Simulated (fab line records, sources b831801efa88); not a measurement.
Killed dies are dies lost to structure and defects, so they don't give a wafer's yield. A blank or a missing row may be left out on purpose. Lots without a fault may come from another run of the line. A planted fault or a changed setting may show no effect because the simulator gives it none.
A struck lot beside a sound one | flow sky130 | 43 steps out of a route of 708
Sound: wafers L168.3, L168.4, L168.5. Struck: wafer L178.3. (L178.4, L178.5 of the same lot were not struck and are left out.) The cause comes at the end.
At each step with rows: each side's tool, then ch and its chambers, then its first start. Under that, the readings that differ: sound wafers | struck wafers | difference of the means | sigmas: that difference in standard deviations of wafers without a fault.
alike: readings whose means differ by less than 2 such deviations, and words and numbers that are the same on both sides. not compared: withheld readings, readings that some wafer has no value for, bounds like >300 that may hide the same value, and numbers for which the record gives no deviation and whose values overlap.
The two part at a step that has a row with sigmas, a row that says differs or no value, or rows on one side only. Numbers that don't overlap but have no deviation are shown without sigmas and don't part them. A reading that every wafer of one side lacks parts them only if that side has two wafers or more.

first, 6 steps without rows for these wafers: SKY_METAL4_COAT_07 (resist thk 60 nm); SKY_METAL4_COAT_08 (resist thk 1140 nm); SKY_METAL4_SOFTBAKE_09 (time 90 s); SKY_METAL4_EXPOSE_10 (exposes mask MM4, target cd 300 nm); SKY_METAL4_PEB_11; SKY_METAL4_DEVELOP_12 (develop time 60 s).
SKY_METAL4_CD_MEAS_13: target cd 300 nm.
  sound on cd_sem-02, day 41 20:19; struck on cd_sem-02, day 44 19:01
  alike: cd_nm
SKY_METAL4_OVL_MEAS_14:
  sound on overlay-02, day 41 20:25; struck on overlay-01, day 44 19:06
  reading         | sound  | struck | difference | sigmas
  METAL4_OVL (nm) | 7 6 12 | -11    | -19        | -3
SKY_METAL4_DESCUM_15: chemistry O2, time 8 s.
  sound on rie_metal-04 ch 0, day 41 20:28; struck on rie_metal-02 ch 0, day 44 19:08
  alike: drypump_motor_current_A, oes_product_au
  not compared: rf_hours_counter_h
then, 3 steps without rows for these wafers: SKY_METAL4_ETCH_16 (etches BARC in N2/H2, stops on SiO2, time 88.2 s, target depth 60 nm); SKY_METAL4_ETCH_17 (etches SiO2 in C4F8/O2/Ar, stops on TiN, time 3.9 s, target depth 15 nm); SKY_METAL4_METAL_ETCH_18 (etches the open film in Cl2/BCl3, stops on SiO2, target depth 845 nm, time 183.1 s).
SKY_METAL4_STRIP_19: strips in O2/N2.
  sound on plasma_asher-02 ch 0,1, day 41 20:56; struck on plasma_asher-02 ch 1, day 44 19:29
  alike: drypump_motor_current_A, o2_flow_sccm, oes_product_au, strip_time_to_endpoint_s
  not compared: rf_hours_counter_h
then, 4 steps without rows for these wafers: SKY_METAL4_STRIP_20 (strips in post etch residue remover, time 1200 s); SKY_METAL4_CLEAN_21 (cleans in IPA, time 180 s); SKY_METAL4_CLEAN_22 (cleans in O3/DIW); SKY_VIA4_HDPCVD_00 (deposits SiO2, target thk 1750 nm, time 291.7 s).
SKY_VIA4_THK_MEAS_01:
  sound on film_metro-03, day 41 21:44; struck on film_metro-03, day 44 20:14
  alike: VIA4_HDPCVD_THK
SKY_VIA4_CMP_02: polishes SiO2.
  sound on cmp-01 ch 0,2,3, day 41 21:49; struck on cmp-01 ch 0, day 44 20:17
  alike: motor_current_A, slurry_filter_dp_kPa
SKY_VIA4_BOW_MEAS_03:
  sound on film_metro-01, day 41 22:07; struck on film_metro-01, day 44 20:37
  alike: VIA4_BOW
then, 7 steps without rows for these wafers: SKY_VIA4_DEHYDRATE_04 (time 60 s); SKY_VIA4_HMDS_05 (prime time 60 s); SKY_VIA4_COAT_06 (resist thk 1140 nm); SKY_VIA4_SOFTBAKE_07 (time 60 s); SKY_VIA4_EXPOSE_08 (exposes mask VIM4, target cd 800 nm); SKY_VIA4_PEB_09; SKY_VIA4_DEVELOP_10 (develop time 60 s).
SKY_VIA4_OVL_MEAS_11:
  sound on overlay-01, day 42 20:35; struck on overlay-01, day 45 17:49
  alike: VIA4_OVL
SKY_VIA4_ETCH_12: etches SiO2 in C4F8/O2/Ar, stops on TiN, target depth 580 nm.
  sound on rie_diel-03 ch 1,3, day 42 20:36; struck on rie_diel-04 ch 1, day 45 17:50
  alike: bias_w, oes_product_au
then, 4 steps without rows for these wafers: SKY_VIA4_STRIP_13 (strips in O2/N2); SKY_VIA4_STRIP_14 (strips in post etch residue remover, time 1200 s); SKY_VIA4_CLEAN_15 (cleans in IPA, time 180 s); SKY_VIA4_CLEAN_16 (cleans in O3/DIW).
SKY_VIA4_SPUTTER_17: material TiN, target thk 20 nm, time 80 s.
  sound on pvd_sputter-03, day 42 21:16; struck on pvd_sputter-03, day 45 18:30
  alike: throttle_valve_pct
SKY_VIA4_CVD_18: deposits W, target thk 505 nm, time 152.14 s.
  sound on cvd_w-01 ch 0,1, day 42 21:23; struck on cvd_w-01 ch 1, day 45 18:37
  alike: heater_power_w
SKY_VIA4_RS_MEAS_19: measures by four-point-probe.
  sound on film_metro-01, day 42 21:31; struck on film_metro-03, day 45 18:46
  alike: VIA4_W_RS
SKY_VIA4_THK_MEAS_20: measures by xrf.
  sound on film_metro-01, day 42 21:37; struck on film_metro-03, day 45 18:52
  alike: VIA4_W_THK
then, 5 steps without rows for these wafers: SKY_VIA4_CMP_21 (polishes, stops on SiO2, t overpolish 25 s, target thk 0 nm); SKY_METAL5_SPUTTER_00 (material Ti, target thk 15 nm, time 10 s); SKY_METAL5_SPUTTER_01 (material TiN, target thk 20 nm, time 16.7 s); SKY_METAL5_SPUTTER_02 (material AlCu, target thk 1150 nm, time 61.2 s); SKY_METAL5_SPUTTER_03 (material Ti, target thk 5 nm, time 3.3 s).
-- the record jumps here: 3 days lie between the struck wafers' starts before and after (it left off in module METAL5 and takes up again in module PAD_OPEN, whose first step shown is number 708 of the route) --
SKY_PAD_OPEN_PROBE_99:
  sound on prober-02, day 45 20:16; struck on prober-02, day 48 10:19
  reading                               | sound              | struck                   | difference                   | sigmas
  hold                                  | - - -              | await_dispo/1.9h/release | no value on the sound wafers |
  defect_limited_yield (%)              | 81.7 84.8 83.3     | 68.3                     | -15.0                        | -8
  killed_at_M0_to_M3                    | 42 36 39           | 54                       | +15                          | +2
  killed_at_M4_up                       | 3 3 1              | 68                       | +66                          | +36
  killed_dies                           | 90 75 82           | 156                      | +74                          | +8
  sort_bin_3_pad_short (%)              | 1.4 0.6 0.8        | 3.9                      | +3.0                         | +6
  sort_bin_5_function (%)               | 10.8 8.7 9.1       | 18.5                     | +9.0                         | +6
  sort_bin_6_memory (%)                 | 6.1 5.9 6.7        | 9.3                      | +3.1                         | +3
  sort_n_pass                           | 402 417 410        | 336                      | -74                          | -8
  sort_yield_pct (%)                    | 81.7 84.8 83.3     | 68.3                     | -15.0                        | -8
  model.etest.tester.sort_n_pass        | 402 417 410        | 336                      | -74                          |
  model.etest.tester.sort_yield_pct (%) | 81.71 84.76 83.33  | 68.29                    | -14.98                       |
  model.etest.tester.sort_bin_5_pct (%) | 10.77 8.74 9.146   | 18.5                     | +8.9                         |
  model.etest.tester.sort_bin_3_pct (%) | 1.423 0.6098 0.813 | 3.862                    | +2.913                       |
  alike: killed_at_contacts, killed_at_front_end, killed_at_other, killed_open, killed_short

WHERE THEY PART
First at SKY_METAL4_OVL_MEAS_14; last, within this record, at SKY_PAD_OPEN_PROBE_99.

WHY: what the simulator had put in
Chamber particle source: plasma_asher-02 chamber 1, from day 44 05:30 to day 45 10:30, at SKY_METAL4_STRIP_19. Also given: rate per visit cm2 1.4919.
